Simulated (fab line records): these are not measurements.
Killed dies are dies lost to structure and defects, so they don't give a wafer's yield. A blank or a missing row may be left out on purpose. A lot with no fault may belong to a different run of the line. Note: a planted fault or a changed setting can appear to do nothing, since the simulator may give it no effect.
2 desks, one fault + flow gf180mcu + each desk holds nothing but its own numbers, with what lay behind them at the end

AT THE TOOL OWNER'S DESK: litho-track-04
The tool's own readings at GF_M3_SOFTBAKE_10 (time 60 s): means of the sampled wafers that have a number, for each lot that ran on this tool. If a lot's mean is further than 4 standard deviations from the usual mean, the lot is out of limits and carries the mark OUT (the distance appears in the brackets).
Columns: A = heater-power-total-W at GF_M3_SOFTBAKE_10, usual 93.04 W; B = plate-temp-C at GF_M3_SOFTBAKE_10, usual 129.97 C
| lot  | first seen here | A               | B                 |
|------|-----------------|-----------------|-------------------|
| L116 | day 22 03:16    | 93.07           | 129.95            |
| L120 | day 23 08:08    | 93.03           | 129.93            |
| L123 | day 24 10:32    | 91.58 (-24) OUT | 128.61 (-9.7) OUT |
| L124 | day 24 21:13    | 91.62 (-23) OUT | 128.36 (-11) OUT  |
| L137 | day 28 22:56    | 93.00           | 129.86            |
This desk's verdict: out of limits on L123, L124, starting with L123 at day 24 10:32 (heater-power-total-W at GF_M3_SOFTBAKE_10). In limits: L116, L120, L137.

THE METROLOGY DESK
What the gauges read, lot by lot, whatever tool the lot ran on: means of the sampled wafers that have a number. If a lot's mean is further than 4 standard deviations from the usual mean, the lot is out of limits and carries the mark OUT (the distance appears in the brackets).
Columns: A = M3_ALCU_RS at GF_M3_RS_MEAS_05, usual 0.0696 ohm/sq; B = cd-nm at GF_M3_CD_MEAS_14, usual 280.1 nm; C = V3_BOW at GF_V3_BOW_MEAS_05, usual 119 um
| lot  | first seen here | A      | B                | C   |
|------|-----------------|--------|------------------|-----|
| L114 | day 20 08:26    | 0.0703 | 281.7            | 132 |
| L116 | day 21 15:39    | 0.0690 | 279.9            | 129 |
| L120 | day 22 20:43    | 0.0697 | 281.4            | 118 |
| L123 | day 23 23:07    | 0.0697 | 284.8            | 112 |
| L124 | day 24 10:35    | 0.0694 | 285.6 (+4.2) OUT | 125 |
| L126 | day 24 21:57    | 0.0685 | 280.7            | 119 |
| L128 | day 25 13:11    | 0.0678 | 279.8            | 121 |
| L132 | day 27 00:49    | 0.0702 | 279.8            | 119 |
| L133 | day 27 11:21    | 0.0705 | 281.3            | 110 |
| L135 | day 27 15:10    | 0.0705 | 279.9            | 121 |
| L136 | day 28 04:59    | 0.0704 | 280.1            | 116 |
| L137 | day 28 13:12    | 0.0690 | 277.5            | 114 |
This desk's verdict: out of limits on L124, starting with L124 at day 25 08:16 (cd-nm at GF_M3_CD_MEAS_14). In limits: L114, L116, L120, L123, L126, L128, L132, L133, L135, L136, L137.

PUT TOGETHER
On L123, L124, at day 24 10:32, an alarm was possible from the tool owner's desk.
The metrology desk could have raised an alarm at day 25 08:16, on L124.
The metrology desk has L123 on record, within its limits.
Of the lots named, all ran GF_M3_SOFTBAKE_10 on litho-track-04.

WHAT HAD BEEN PUT IN BY THE SIMULATOR
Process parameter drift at GF_M3_SOFTBAKE_10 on litho-track-04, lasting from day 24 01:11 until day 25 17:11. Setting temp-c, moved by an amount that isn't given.
Lots struck among those shown: L123, L124.
Hours from the fault's start to each desk's first reading out of limits: the tool owner's desk, 9; the metrology desk, 31.
